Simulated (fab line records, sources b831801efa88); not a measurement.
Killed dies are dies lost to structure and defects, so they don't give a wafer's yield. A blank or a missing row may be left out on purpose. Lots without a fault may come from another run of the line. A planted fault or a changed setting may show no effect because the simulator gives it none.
Chamber matching | flow sky130 | SKY_CONTACT_ETCH_17 on rie_diel-02: 4 sister chambers
The step etches SiO2 in C4F8/O2/Ar, stops on Si3N4, target depth 340 nm. 4 wafers are shown with their chamber, then 9 later ones without.

WAFERS WITH THEIR CHAMBER
wafer  | chamber | oes_product_au (a.u.)
L082.1 | 0       | 0.894
L082.4 | 3       | 0.888
L082.5 | 2       | 0.894
L082.6 | 1       | 0.892

WAFERS WITHOUT THEIR CHAMBER
wafer  | oes_product_au (a.u.)
L086.1 | 0.890
L086.4 | 0.891
L086.6 | 0.889
L095.1 | 0.896
L095.2 | 0.893
L095.3 | 0.894
L097.2 | 0.889
L097.4 | 0.887
L097.6 | 0.886

WHICH CHAMBER EACH WENT THROUGH
wafer  | from the rows above               | in truth
L086.1 | can't be placed: 1 or 3 or 0 or 2 | 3
L086.4 | can't be placed: 1 or 0 or 2 or 3 | 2
L086.6 | can't be placed: 3 or 1           | 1
L095.1 | can't be placed: 0 or 2 or 1      | 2
L095.2 | can't be placed: 0 or 1 or 2      | 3
L095.3 | can't be placed: 0 or 2 or 1      | 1
L097.2 | can't be placed: 3 or 1           | 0
L097.4 | 3                                 | 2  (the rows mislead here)
L097.6 | 3                                 | 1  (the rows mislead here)
Placed correctly: 0 of 9. Can't be placed from these rows: 7 (the true chamber is among the candidates in 5). Placed wrongly: 2.
How it was worked out, from the rows above alone: a wafer's distance from a chamber is the root of the sum, over the readings, of the square of ((its reading less the chamber's mean) divided by the reading's scatter). The wafer belongs to the nearest chamber; if the next one is less than 2 further off, it can't be placed. A chamber's mean is the mean of its shown wafers. The scatter: with one shown wafer a chamber, the root of the mean of the squares of how far each hidden wafer lies from its nearest shown one.
